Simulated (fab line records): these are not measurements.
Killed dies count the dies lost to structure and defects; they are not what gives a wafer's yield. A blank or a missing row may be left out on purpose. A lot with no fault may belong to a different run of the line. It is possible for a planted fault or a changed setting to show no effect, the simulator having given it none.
fab line records -- flow sky130
record lots=6, wafers=18, last_day=50
route steps=708 shown METAL3@561 VIA3@573 PAD_OPEN@708
lots that met no fault: from a run of the same line without faults
start_h: hours from the record's opening day to when the first of the lot's shown wafers began -- wait_h: how many hours have passed since the lot's step before this one -- " the same as in the row above -- L1.1+2: one row covering several wafers at once -- - no value, or no start was given -- * or withheld: withheld -- < > ~ a bound
route shown NAME@n: names a module that has steps shown in the file, with the first one's number in the route -- usual: mean/standard deviation of fault-free wafers -- same: alike in all rows -- chamber/n: place in a boat -- sites: the reading at each site -- _std_site: how widely they spread, as a standard deviation -- _edge_site: mean of outer sites minus mean of inner sites -- radius_mm: how far each site lies from the wafer's centre -- mask NAME#n: copy n -- behind: tool/chamber where the wafer was last shaped -- hold: cause of the lot's hold/its duration in hours/its outcome -- device: transistor that didn't switch, given as n, p or np -- end of line: the tests these same wafers got at the end of their route -- step lacking rows: just its recipe -- killed: the dies lost at the first sort to structure and to defects; this is not the yield of the wafer -- map: dies across one wafer; x = killed, . = not, _ = none there
set.NAME: the setting the step ran with; set.NAME@STEP: the setting that earlier step ran with -- model.NAME: the simulator's own value behind a step, which no gauge read
lots at some steps of the route; a table a step, a row a wafer
services: from which hour (start_h, from the record's first day; less than 0 if before it) a tool's chamber was out of use, for how many hours, and why
## steps
# step SKY_METAL3_PEB_11
# recipe peb_temp_c=withheld, peb_time_s=withheld, resist=KrF-thick
# step SKY_METAL3_DEVELOP_12
# recipe develop_time_s=60, resist=KrF-thick, dev_temp_c=21
# step SKY_METAL3_CD_MEAS_13
# recipe target_cd_nm=300
# usual cd_nm=299.8/1.4
lot.wafer,tool,chamber,start_h,wait_h,cd_nm
L423.3,cd_sem-01,-,939.18,-,300.1
L423.4,cd_sem-01,-,939.18,-,299.9
L423.5,cd_sem-01,-,939.18,-,300.6
L422.1,cd_sem-01,-,940.95,-,300.4
L422.2,cd_sem-01,-,940.95,-,302.2
L422.3,cd_sem-01,-,940.95,-,302.2
L430.1,cd_sem-01,-,980.77,-,297.9
L430.2,cd_sem-01,-,980.77,-,299.0
L430.5,cd_sem-01,-,980.77,-,298.3
L431.4,cd_sem-02,-,984.21,-,303.2
L431.5,cd_sem-02,-,984.21,-,302.2
L431.6,cd_sem-02,-,984.21,-,301.2
L432.2,cd_sem-01,-,987.46,-,299.4
L432.3,cd_sem-01,-,987.46,-,299.9
L432.6,cd_sem-01,-,987.46,-,299.8
L443.2,cd_sem-01,-,1059.02,-,299.0
L443.4,cd_sem-01,-,1059.02,-,300.0
L443.6,cd_sem-01,-,1059.02,-,298.8
# step SKY_METAL3_OVL_MEAS_14
# usual METAL3_OVL=1/5.6
lot.wafer,tool,chamber,start_h,wait_h,METAL3_OVL[nm]
L423.3,overlay-01,-,939.27,0.1,4
L423.4,overlay-01,-,939.27,0.1,2
L423.5,overlay-01,-,939.27,0.1,0
L422.1,overlay-01,-,941.07,0.1,-8
L422.2,overlay-01,-,941.07,0.1,1
L422.3,overlay-01,-,941.07,0.1,-6
L430.1,overlay-01,-,980.89,0.1,0
L430.2,overlay-01,-,980.89,0.1,-2
L430.5,overlay-01,-,980.89,0.1,1
L431.4,overlay-02,-,984.29,0.1,-2
L431.5,overlay-02,-,984.29,0.1,0
L431.6,overlay-02,-,984.29,0.1,-4
L432.2,overlay-01,-,987.56,0.1,10
L432.3,overlay-01,-,987.56,0.1,5
L432.6,overlay-01,-,987.56,0.1,7
L443.2,overlay-02,-,1059.13,0.1,1
L443.4,overlay-02,-,1059.13,0.1,-6
L443.6,overlay-02,-,1059.13,0.1,-5
# step SKY_METAL3_DESCUM_15
# recipe chemistry=O2, source_power_w=150, bias_power_w=0, pressure_mtorr=10, temp_c=40, time_s=8
# usual drypump_motor_current_A=5.7/0.5, oes_product_au=1.004/0.017
lot.wafer,tool,chamber,start_h,wait_h,drypump_motor_current_A,oes_product_au,rf_hours_counter_h
L423.3,rie_metal-01,0,939.30,0.0,5.1,1.030,-
L423.4,rie_metal-01,1,939.30,0.0,5.9,1.003,-
L423.5,rie_metal-01,0,939.30,0.0,5.1,1.031,-
L422.1,rie_metal-04,0,941.11,0.0,4.8,1.029,15
L422.2,rie_metal-04,0,941.11,0.0,4.8,1.017,-
L422.3,rie_metal-04,0,941.11,0.0,4.8,1.018,-
L430.1,rie_metal-01,1,980.92,0.0,5.9,1.010,18
L430.2,rie_metal-01,0,980.92,0.0,5.1,1.033,7
L430.5,rie_metal-01,0,980.92,0.0,5.1,1.041,-
L431.4,rie_metal-02,0,984.32,0.0,6.2,0.980,-
L431.5,rie_metal-02,1,984.32,0.0,5.8,1.013,-
L431.6,rie_metal-02,0,984.32,0.0,6.2,0.980,-
L432.2,rie_metal-01,1,987.59,0.0,6.0,1.004,18
L432.3,rie_metal-01,1,987.59,0.0,5.9,1.013,-
L432.6,rie_metal-01,1,987.59,0.0,5.9,1.004,-
L443.2,rie_metal-02,1,1059.16,0.0,5.8,1.007,24
L443.4,rie_metal-02,0,1059.16,0.0,6.3,0.984,-
L443.6,rie_metal-02,1,1059.16,0.0,5.8,0.992,-
# step SKY_METAL3_ETCH_16
# recipe chemistry=N2/H2, target=BARC, ion_energy_ev=200, bias_w=100, pressure_mtorr=30, n2_flow_sccm=100, h2_flow_sccm=200, icp_w=500, stop_on=SiO2, time_s=88.2, target_depth_a=600
# usual drypump_motor_current_A=5.7/0.51, h2_flow_sccm=200.1/0.63, n2_flow_sccm=100.05/0.28, oes_product_au=0.626/0.0048, throttle_valve_pct=13.204/0.0087
lot.wafer,tool,chamber,start_h,wait_h,drypump_motor_current_A,h2_flow_sccm,n2_flow_sccm,oes_product_au,rf_hours_counter_h,throttle_valve_pct
L423.3,rie_metal-01,0,939.36,0.0,5.1,200.0,99.97,0.620,-,13.214
L423.4,rie_metal-01,1,939.36,0.0,6.0,199.6,99.73,0.630,-,13.194
L423.5,rie_metal-01,0,939.36,0.0,5.1,200.1,100.06,0.624,-,13.219
L422.1,rie_metal-04,0,941.17,0.1,4.8,201.2,100.16,0.621,15,13.223
L422.2,rie_metal-04,0,941.17,0.1,4.8,200.6,100.11,0.618,-,13.211
L422.3,rie_metal-04,0,941.17,0.1,4.8,200.5,100.35,0.628,-,13.200
L430.1,rie_metal-01,1,980.95,0.0,5.9,199.2,100.01,0.622,18,13.214
L430.2,rie_metal-01,0,980.95,0.0,5.1,200.3,100.51,0.617,7,13.207
L430.5,rie_metal-01,0,980.95,0.0,5.1,200.6,100.32,0.626,-,13.200
L431.4,rie_metal-02,0,984.38,0.0,6.3,200.9,99.21,0.624,-,13.197
L431.5,rie_metal-02,1,984.38,0.0,5.8,199.9,99.89,0.626,-,13.210
L431.6,rie_metal-02,0,984.38,0.0,6.2,200.8,100.00,0.621,-,13.197
L432.2,rie_metal-01,1,987.63,0.0,5.9,199.9,100.46,0.630,18,13.219
L432.3,rie_metal-01,1,987.63,0.0,5.9,200.1,100.66,0.625,-,13.204
L432.6,rie_metal-01,1,987.63,0.0,5.9,199.9,100.38,0.629,-,13.215
L443.2,rie_metal-02,1,1059.19,0.0,5.8,200.4,100.24,0.621,24,13.204
L443.4,rie_metal-02,0,1059.19,0.0,6.3,201.1,99.44,0.634,-,13.208
L443.6,rie_metal-02,1,1059.19,0.0,5.8,200.3,100.18,0.631,-,13.208
# step SKY_METAL3_ETCH_17
# recipe target=SiO2, stop_on=TiN, chemistry=C4F8/O2/Ar, source_w=1500, bias_w=1200, pressure_mtorr=40, c4f8_flow_sccm=withheld, O2_flow_sccm=6, Ar_flow_sccm=300, time_s=3.9, target_depth_a=150
# step SKY_METAL3_METAL_ETCH_18
# recipe target_depth_a=8450, stop_on=SiO2, over_etch_frac=0.3, time_s=183.1, chemistry=Cl2/BCl3, resist_sidewall_deg=88, pressure_mtorr=10, icp_w=900, bias_w=48.5, Cl2_flow_sccm=60, bcl3_flow_sccm=30
# usual drypump_motor_current_A=5.6/0.47, oes_product_au=0.866/0.0063, throttle_valve_pct=22.264/0.01
lot.wafer,tool,chamber,start_h,wait_h,drypump_motor_current_A,oes_product_au,rf_hours_counter_h,throttle_valve_pct
L423.3,rie_metal-02,1,939.50,0.1,5.9,0.873,-,22.264
L423.4,rie_metal-02,0,939.50,0.1,6.3,0.868,-,22.258
L423.5,rie_metal-02,1,939.50,0.1,5.8,0.872,-,22.258
L422.1,rie_metal-01,0,941.39,0.0,5.1,0.872,5,22.273
L422.2,rie_metal-01,1,941.39,0.0,5.9,0.861,16,22.259
L422.3,rie_metal-01,0,941.39,0.0,5.1,0.874,-,22.277
L430.1,rie_metal-02,1,981.07,0.0,5.8,0.861,18,22.259
L430.2,rie_metal-02,0,981.07,0.0,6.2,0.860,11,22.252
L430.5,rie_metal-02,1,981.07,0.0,5.8,0.852,-,22.278
L431.4,rie_metal-04,1,984.64,0.2,5.8,0.862,-,22.278
L431.5,rie_metal-04,1,984.64,0.2,5.8,0.866,-,22.253
L431.6,rie_metal-04,1,984.64,0.2,5.8,0.862,-,22.272
L432.2,rie_metal-02,0,987.74,0.0,6.3,0.855,11,22.261
L432.3,rie_metal-02,1,987.74,0.0,5.8,0.869,-,22.253
L432.6,rie_metal-02,0,987.74,0.0,6.3,0.865,-,22.260
L443.2,rie_metal-01,0,1059.31,0.0,5.1,0.862,12,22.266
L443.4,rie_metal-01,0,1059.31,0.0,5.1,0.857,-,22.289
L443.6,rie_metal-01,1,1059.31,0.0,5.9,0.859,-,22.254
# step SKY_METAL3_STRIP_19
# recipe chemistry=O2/N2, power_w=1400, pressure_mtorr=1500, platen_temp_c=withheld, o2_flow_sccm=3000, n2_flow_sccm=300, overash_fraction=0.5
# usual drypump_motor_current_A=5.6/0.51, n2_flow_sccm=300.0/0.99, oes_product_au=0.500/0.0087, strip_time_to_endpoint_s=6.49/0.17
lot.wafer,tool,chamber,start_h,wait_h,drypump_motor_current_A,n2_flow_sccm,oes_product_au,rf_hours_counter_h,strip_time_to_endpoint_s
L423.3,plasma_asher-04,1,939.65,0.1,6.0,299.5,0.500,-,6.53
L423.4,plasma_asher-04,0,939.65,0.1,5.8,303.0,0.513,-,6.78
L423.5,plasma_asher-04,0,939.65,0.1,5.8,301.3,0.501,-,6.59
L422.1,plasma_asher-02,0,941.57,0.1,5.0,300.0,0.482,51,6.20
L422.2,plasma_asher-02,1,941.57,0.1,5.4,298.7,0.505,51,6.45
L422.3,plasma_asher-02,1,941.57,0.1,5.4,300.0,0.489,-,6.21
L430.1,plasma_asher-02,1,981.25,0.1,5.4,299.2,0.502,54,6.50
L430.2,plasma_asher-02,0,981.25,0.1,4.9,300.5,0.515,54,6.69
L430.5,plasma_asher-02,0,981.25,0.1,4.9,299.9,0.504,-,6.47
L431.4,plasma_asher-02,0,984.85,0.2,5.0,299.6,0.508,-,6.74
L431.5,plasma_asher-02,0,984.85,0.2,4.9,299.1,0.507,-,6.72
L431.6,plasma_asher-02,1,984.85,0.2,5.4,298.5,0.502,-,6.77
L432.2,plasma_asher-02,1,987.92,0.1,5.4,301.4,0.512,55,6.73
L432.3,plasma_asher-02,0,987.92,0.1,4.9,300.8,0.500,-,6.48
L432.6,plasma_asher-02,0,987.92,0.1,4.9,299.8,0.506,-,6.77
L443.2,plasma_asher-01,0,1059.49,0.1,6.4,298.5,0.491,31,6.28
L443.4,plasma_asher-01,1,1059.49,0.1,5.6,300.9,0.489,-,6.29
L443.6,plasma_asher-01,0,1059.49,0.1,6.4,298.5,0.502,-,6.54
# step SKY_METAL3_STRIP_20
# recipe chemistry=post_etch_residue_remover, time_s=1200, temp_c=72.5
# step SKY_METAL3_CLEAN_21
# recipe chemistry=IPA, time_s=180, temp_c=25
# step SKY_METAL3_CLEAN_22
# recipe chemistry=O3/DIW, dry=n2_spin
# step SKY_VIA3_HDPCVD_00
# recipe material=SiO2, target_thk_nm=1635, sigma_open_frac=0.3, time_s=272.5, temp_c=400, sih4_flow_sccm=60, pressure_mtorr=6
# usual sih4_flow_sccm=59.99/0.17
lot.wafer,tool,chamber,start_h,wait_h,sih4_flow_sccm,model.SiO2_of_VIA3_HDPCVD_00.thk_nm
L423.3,hdpcvd-02,0,940.26,0.0,59.92,1591
L423.4,hdpcvd-02,1,940.26,0.0,60.24,1596
L423.5,hdpcvd-02,0,940.26,0.0,60.05,1595
L422.1,hdpcvd-01,0,942.20,0.0,60.29,1649
L422.2,hdpcvd-01,2,942.20,0.0,59.62,1633
L422.3,hdpcvd-01,1,942.20,0.0,60.17,1632
L430.1,hdpcvd-02,0,981.85,0.0,60.08,1616
L430.2,hdpcvd-02,2,981.85,0.0,60.14,1673
L430.5,hdpcvd-02,1,981.85,0.0,47.92,1287
L431.4,hdpcvd-02,2,985.49,0.1,60.04,1632
L431.5,hdpcvd-02,1,985.49,0.1,47.85,1286
L431.6,hdpcvd-02,0,985.49,0.1,60.21,1600
L432.2,hdpcvd-01,2,988.54,0.0,60.03,1627
L432.3,hdpcvd-01,0,988.54,0.0,59.61,1654
L432.6,hdpcvd-01,2,988.54,0.0,60.14,1634
L443.2,hdpcvd-02,1,1060.14,0.0,60.20,1623
L443.4,hdpcvd-02,0,1060.14,0.0,60.31,1601
L443.6,hdpcvd-02,1,1060.14,0.0,60.19,1654
# step SKY_VIA3_THK_MEAS_01
# recipe reads=SiO2_of_VIA3_HDPCVD_00
# usual VIA3_HDPCVD_THK=1625/23
lot.wafer,tool,chamber,start_h,wait_h,VIA3_HDPCVD_THK[nm]
L423.3,film_metro-03,-,940.44,0.1,1590
L423.4,film_metro-03,-,940.44,0.1,1597
L423.5,film_metro-03,-,940.44,0.1,1594
L422.1,film_metro-01,-,942.36,0.1,1649
L422.2,film_metro-01,-,942.36,0.1,1631
L422.3,film_metro-01,-,942.36,0.1,1632
L430.1,film_metro-02,-,982.06,0.1,1615
L430.2,film_metro-02,-,982.06,0.1,1673
L430.5,film_metro-02,-,982.06,0.1,1287
L431.4,film_metro-02,-,985.60,0.0,1633
L431.5,film_metro-02,-,985.60,0.0,1287
L431.6,film_metro-02,-,985.60,0.0,1600
L432.2,film_metro-02,-,988.72,0.1,1627
L432.3,film_metro-02,-,988.72,0.1,1654
L432.6,film_metro-02,-,988.72,0.1,1634
L443.2,film_metro-02,-,1060.32,0.1,1623
L443.4,film_metro-02,-,1060.32,0.1,1601
L443.6,film_metro-02,-,1060.32,0.1,1654
# step SKY_VIA3_CMP_02
# recipe material=SiO2, down_force_psi=4, platen_rpm=60, pad_velocity_m_s=0.94248
# usual motor_current_A=11.3/0.63
lot.wafer,tool,chamber,start_h,wait_h,motor_current_A
L423.3,cmp-01,3,940.48,0.0,10.1
L423.4,cmp-01,0,940.48,0.0,11.1
L423.5,cmp-01,0,940.48,0.0,10.5
L422.2,cmp-01,1,942.47,0.1,12.3
L422.1,cmp-01,2,942.47,0.1,10.6
L422.3,cmp-01,3,942.47,0.1,10.9
L430.2,cmp-02,2,982.12,0.0,12.1
L430.1,cmp-02,0,982.12,0.0,11.4
L430.5,cmp-02,2,982.12,0.0,12.0
L431.4,cmp-01,3,985.68,0.1,10.9
L431.6,cmp-01,2,985.68,0.1,10.6
L431.5,cmp-01,3,985.68,0.1,11.0
L432.3,cmp-02,3,988.82,0.1,11.7
L432.2,cmp-02,1,988.82,0.1,11.7
L432.6,cmp-02,2,988.82,0.1,11.7
L443.2,cmp-02,0,1060.42,0.1,11.4
L443.4,cmp-02,2,1060.42,0.1,11.7
L443.6,cmp-02,3,1060.42,0.1,12.2
# step SKY_PAD_OPEN_PROBE_99
# usual defect_limited_yield=82.3/1.8, killed_at_M0_to_M3=43/7, killed_at_M4_up=3.1/1.9, killed_at_contacts=25/6.1, killed_at_front_end=15/4.5, killed_at_other=0.3/0.55, killed_dies=87/8.9, killed_open=47/6.4, killed_short=40/6.6, sort_bin_3_pad_short=0.9/0.42, sort_bin_5_function=10.4/1.4, sort_bin_6_memory=6.5/1.1, sort_n_pass=405/8.9, sort_yield_pct=82.3/1.8
# same gross_dies=492, killed_at_back_side=0, sort_bin_4_leakage[%]=0, sort_bin_8_speed[%]=0
lot.wafer,tool,chamber,start_h,wait_h,defect_limited_yield[%],killed_at_M0_to_M3,killed_at_M4_up,killed_at_contacts,killed_at_front_end,killed_at_other,killed_dies,killed_open,killed_short,sort_bin_3_pad_short[%],sort_bin_5_function[%],sort_bin_6_memory[%],sort_n_pass,sort_yield_pct[%]
L422.1,prober-01,-,1109.12,0.1,82.5,49,2,25,10,0,86,41,45,1.0,9.3,7.1,406,82.5
L422.2,prober-01,-,1109.17,0.1,83.1,39,5,27,12,0,83,47,35,1.4,7.9,7.5,409,83.1
L422.3,prober-01,-,1109.22,0.2,81.3,40,4,35,13,0,92,47,44,1.0,11.2,6.5,400,81.3
L430.1,prober-02,-,1141.47,0.1,83.9,36,3,29,11,0,79,51,27,0.6,8.5,6.9,413,83.9
L430.2,prober-02,-,1141.52,0.1,83.3,27,4,33,18,0,82,36,46,0.4,11.2,5.1,410,83.3
L430.5,prober-02,-,1141.67,0.2,80.5,44,3,29,19,1,96,51,43,1.0,11.4,7.1,396,80.5
L431.4,prober-01,-,1146.17,0.2,81.1,41,4,24,23,1,93,45,46,0.8,12.0,6.1,399,81.1
L431.5,prober-01,-,1146.22,0.2,82.9,48,2,14,18,2,84,40,40,0.8,9.8,6.5,408,82.9
L431.6,prober-01,-,1146.27,0.2,81.9,43,2,31,12,1,89,49,38,1.0,11.2,5.9,403,81.9
L432.2,prober-02,-,1148.36,0.1,83.1,32,6,26,19,0,83,47,35,0.8,8.1,7.9,409,83.1
L432.3,prober-02,-,1148.41,0.2,82.3,49,5,17,16,0,87,55,31,0.4,10.4,6.9,405,82.3
L432.6,prober-02,-,1148.56,0.2,82.1,46,8,24,9,1,88,45,43,0.4,10.4,7.1,404,82.1
L443.2,prober-01,-,1204.32,0.1,81.1,48,3,29,12,1,93,43,50,0.2,10.2,8.5,399,81.1
L443.4,prober-01,-,1204.42,0.2,81.5,42,1,25,23,0,91,49,42,0.8,9.8,7.9,401,81.5
L443.6,prober-01,-,1204.52,0.2,81.1,45,2,28,18,0,93,55,38,0.2,10.4,8.3,399,81.1
# killed by level:class
L422.1 CONTACT:geometric_particle:open=9 VIA1:geometric_particle:open=9 METAL3:geometric_particle:short=7 LI_CONTACT:geometric_particle:short=6 METAL2:geometric_particle:short=6 FIELD_ISO:geometric_particle:open=5 METAL1:geometric_particle:short=5 VIA2:geometric_particle:open=5
L422.2 LI_CONTACT:geometric_particle:open=12 VIA1:geometric_particle:open=8 CONTACT:geometric_particle:open=7 VIA1:geometric_particle:short=7 VIA2:geometric_particle:open=6 VIA3:geometric_particle:open=5 METAL2:geometric_particle:short=4 FIELD_ISO:geometric_particle:short=3
L422.3 CONTACT:geometric_particle:open=12 LI_CONTACT:geometric_particle:open=11 VIA3:geometric_particle:open=9 METAL1:geometric_particle:short=7 CONTACT:geometric_particle:short=5 METAL2:geometric_particle:short=5 VIA1:geometric_particle:open=5 POLY_GATE:geometric_particle:short=4
L430.1 CONTACT:geometric_particle:open=14 VIA1:geometric_particle:open=12 LI_CONTACT:geometric_particle:open=8 VIA3:geometric_particle:open=5 METAL1:geometric_particle:short=4 VIA1:geometric_particle:short=4 VIA2:geometric_particle:open=4 FIELD_ISO:geometric_particle:open=3
L430.2 CONTACT:geometric_particle:open=13 CONTACT:geometric_particle:short=9 LI_CONTACT:geometric_particle:open=7 POLY_GATE:geometric_particle:short=6 METAL2:geometric_particle:short=6 VIA3:geometric_particle:open=6 FIELD_ISO:geometric_particle:short=5 METAL1:geometric_particle:short=4
L430.5 VIA1:geometric_particle:open=16 CONTACT:geometric_particle:open=11 FIELD_ISO:geometric_particle:short=7 CONTACT:geometric_particle:short=7 METAL3:geometric_particle:short=7 FIELD_ISO:geometric_particle:open=6 LI_CONTACT:geometric_particle:open=5 VIA3:geometric_particle:open=5
L431.4 FIELD_ISO:geometric_particle:short=8 CONTACT:geometric_particle:open=7 VIA3:geometric_particle:open=7 LI_CONTACT:geometric_particle:open=5 METAL1:geometric_particle:short=5 METAL2:geometric_particle:short=5 FIELD_ISO:geometric_particle:open=4 LI_CONTACT:geometric_particle:short=4
L431.5 VIA2:geometric_particle:open=13 METAL2:geometric_particle:short=9 VIA1:geometric_particle:open=7 POLY_GATE:geometric_particle:open=6 VIA3:geometric_particle:open=4 POLY_GATE:geometric_particle:short=4 CONTACT:geometric_particle:short=4 METAL1:geometric_particle:short=4
L431.6 CONTACT:geometric_particle:open=15 VIA1:geometric_particle:open=11 METAL2:geometric_particle:short=6 VIA2:geometric_particle:open=5 VIA1:geometric_particle:short=5 FIELD_ISO:geometric_particle:short=4 LI_CONTACT:geometric_particle:open=4 LOCAL_INTERCONNECT:geometric_particle:short=4
L432.2 CONTACT:geometric_particle:open=9 VIA2:geometric_particle:open=7 FIELD_ISO:geometric_particle:open=6 CONTACT:geometric_particle:short=6 POLY_GATE:geometric_particle:open=5 LI_CONTACT:geometric_particle:open=5 VIA1:geometric_particle:open=5 VIA3:geometric_particle:open=5
L432.3 VIA3:geometric_particle:open=11 VIA1:geometric_particle:open=10 FIELD_ISO:geometric_particle:open=6 POLY_GATE:geometric_particle:open=6 CONTACT:geometric_particle:open=6 VIA2:geometric_particle:open=6 VIA1:geometric_particle:short=5 LI_CONTACT:geometric_particle:open=4
L432.6 VIA1:geometric_particle:open=9 VIA3:geometric_particle:open=9 CONTACT:geometric_particle:open=8 METAL4:geometric_particle:short=7 VIA3:geometric_particle:short=7 LI_CONTACT:geometric_particle:open=6 VIA2:geometric_particle:open=6 LI_CONTACT:geometric_particle:short=4
L443.2 VIA1:geometric_particle:open=11 VIA1:geometric_particle:short=10 CONTACT:geometric_particle:open=9 LI_CONTACT:geometric_particle:open=7 LI_CONTACT:geometric_particle:short=6 CONTACT:geometric_particle:short=6 METAL2:geometric_particle:short=6 FIELD_ISO:geometric_particle:short=5
L443.4 VIA1:geometric_particle:open=10 FIELD_ISO:geometric_particle:open=8 LI_CONTACT:geometric_particle:open=7 METAL1:geometric_particle:short=7 POLY_GATE:geometric_particle:open=6 CONTACT:geometric_particle:open=6 LOCAL_INTERCONNECT:geometric_particle:short=6 POLY_GATE:geometric_particle:short=4
L443.6 CONTACT:geometric_particle:open=16 VIA1:geometric_particle:open=9 VIA2:geometric_particle:open=8 VIA3:geometric_particle:open=7 POLY_GATE:geometric_particle:short=6 FIELD_ISO:geometric_particle:short=5 METAL1:geometric_particle:short=5 LI_CONTACT:geometric_particle:open=5
## services
tool,chamber,start_h,hours,kind
cmp-01,-,916.00,-,consumable_replace:conditioner
cmp-01,-,916.00,-,consumable_replace:pad
hdpcvd-01,-,918.38,1.6,repair
plasma_asher-02,-,918.72,3.2,repair
rie_metal-04,1,937.43,-,clean
rie_metal-04,1,937.43,16.9,scheduled_down
rie_metal-04,1,937.43,16.9,vent_cycle
cmp-02,-,938.69,7.0,repair
plasma_asher-04,-,943.23,3.5,repair
plasma_asher-02,-,943.61,5.7,repair
cmp-02,-,948.08,2.4,repair
cmp-01,-,948.71,2.7,repair
hdpcvd-01,-,950.25,15.0,pm
cmp-01,-,953.87,1.0,repair
rie_metal-04,0,972.85,15.9,repair
plasma_asher-01,-,975.79,6.1,repair
hdpcvd-01,-,1020.08,2.8,pm
plasma_asher-01,-,1020.89,3.7,repair
hdpcvd-01,-,1032.11,28.3,repair
hdpcvd-01,2,1040.95,10.7,repair
rie_metal-04,0,1041.55,-,clean
rie_metal-04,0,1041.55,20.2,scheduled_down
rie_metal-04,0,1041.55,20.2,vent_cycle
plasma_asher-04,-,1055.25,9.0,pm
## key
first_sign step=SKY_VIA3_HDPCVD_00, reading=sih4_flow_sccm, direction=down, sigmas=70, usual=59.99, struck=47.88
effect step=SKY_VIA3_THK_MEAS_01, reading=VIA3_HDPCVD_THK, direction=down, sigmas=15, usual=1625, struck=1287
model_effect step=SKY_VIA3_HDPCVD_00, value=SiO2_of_VIA3_HDPCVD_00.thk_nm, without=1613, struck=1286
met_at SKY_VIA3_HDPCVD_00
struck_wafers L430.5,L431.5
onset_between 940.26 981.85
fault kind=process_parameter_drift, tool=hdpcvd-02, chamber=1, onset_h=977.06, steps=SKY_VIA3_HDPCVD_00, channel=sih4_flow_sccm, offset=-12, shape=step, end_h=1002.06, acts_in=these_recipes_only, stated=60
